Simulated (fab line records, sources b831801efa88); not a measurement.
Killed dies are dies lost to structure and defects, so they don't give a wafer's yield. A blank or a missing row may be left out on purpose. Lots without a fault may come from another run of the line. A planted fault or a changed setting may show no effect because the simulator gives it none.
Problem report in the 8D (eight disciplines) form, filled by code | flow gf180mcu | the parts of the form that need people (team, actions taken, sign-off) are left out

1. THE PROBLEM
MVSD_RS at GF_VT_IMPLANT_RS_MEAS_46 reads a mean of 479.6 ohm/sq on 6 wafers of 2 lots; wafers without a fault read 456.8 ohm/sq with a standard deviation of 1.1. That is +21 standard deviations from the usual mean.
The step: measures by four-point-probe.
First seen on wafer L559.1, day 11 00:49, on film_metro-01. The record holds 39 wafers of 13 lots with a number at this step. Rule for "out", or "out of limits": more than 4 standard deviations from the usual mean. The other wafers with a number count as sound.

2. WHAT IT IS AND WHAT IT IS NOT
question                    | is                           | is not
which readings at this step | MVSD_RS                      | -
which lots                  | L559, L560                   | L547, L548, L549, L550, L551, L552, L553, L554, L556, L569, L570
which wafers of those lots  | all that have a number       | -
read on which gauges        | film_metro-01, film_metro-04 | film_metro-03
when                        | from day 11 00:49            | up to then (27 sound wafers); but 6 sound wafers of L569, L570 came after

3. SUSPECTS, AND WHAT RULES EACH OUT
Counting: a tool at a process step up to the reading stays a suspect if it ran every lot that is out and no sound lot after the first of them.
- the gauge at GF_VT_IMPLANT_RS_MEAS_46: ruled out. The wafers that are out were read on 2 gauges (film_metro-01, film_metro-04).
- implanter-04 at GF_MVSD_IMPLANT_09: kept. It ran every lot that is out, first L559 (day 7 11:15), and no sound lot after that; its last sound lot up to then is L553 (day 5 23:49). Its own readings are out on those wafers: dose_ions_cm2, faraday_current_uA.
Left after counting: implanter-04 at GF_MVSD_IMPLANT_09.

4. THE CAUSE (what the simulator had put in)
Process parameter drift: implanter-04, from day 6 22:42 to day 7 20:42, at GF_MVSD_IMPLANT_09. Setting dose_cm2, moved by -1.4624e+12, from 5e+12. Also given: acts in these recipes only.
Counting left only this tool.

5. THE CHAIN OF EFFECTS, in route order
Each row: a reading whose mean over the struck wafers that have a number lies more than 3 standard deviations from the usual. Only readings for which the record gives a usual standard deviation are gone through. hours: the time from each lot's start at the first step in this table that gives one to its start at this step, as a median over the lots. sigmas: the change in usual standard deviations.
hours | step                     | reading            | usual        | on struck wafers | change | sigmas
0     | GF_MVSD_IMPLANT_09       | dose_ions_cm2      | 5e+12        | 4e+12            | -1e+12 | -99 or more
0     | GF_MVSD_IMPLANT_09       | faraday_current_uA | 28.2         | 20.2             | -8.0   | -14
86    | GF_VT_IMPLANT_RS_MEAS_46 | MVSD_RS            | 456.8 ohm/sq | 479.6            | +22.8  | +21
The process steps in it:
- GF_MVSD_IMPLANT_09
Later measuring or inspecting steps at which every struck wafer that the step has a row for has a number for every such reading, and none has moved that far: GF_HV_LDD_THK_MEAS_55, GF_CONTACT_BOW_MEAS_05.

6. WHAT WOULD HAVE CAUGHT IT SOONER
In this record the first reading out of limits at a measuring or inspecting step was taken at day 11 00:49, 98 hours after the fault began at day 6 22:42.
The tool's own readings at GF_MVSD_IMPLANT_09 were out on every struck wafer that the step has a row for (dose_ions_cm2, faraday_current_uA): an alarm limit on them would have fired on the first of those.
All the lots that are out (2) had begun GF_MVSD_IMPLANT_09 on implanter-04 by day 11 00:49. A hold on the tool at that time would have spared none of them.
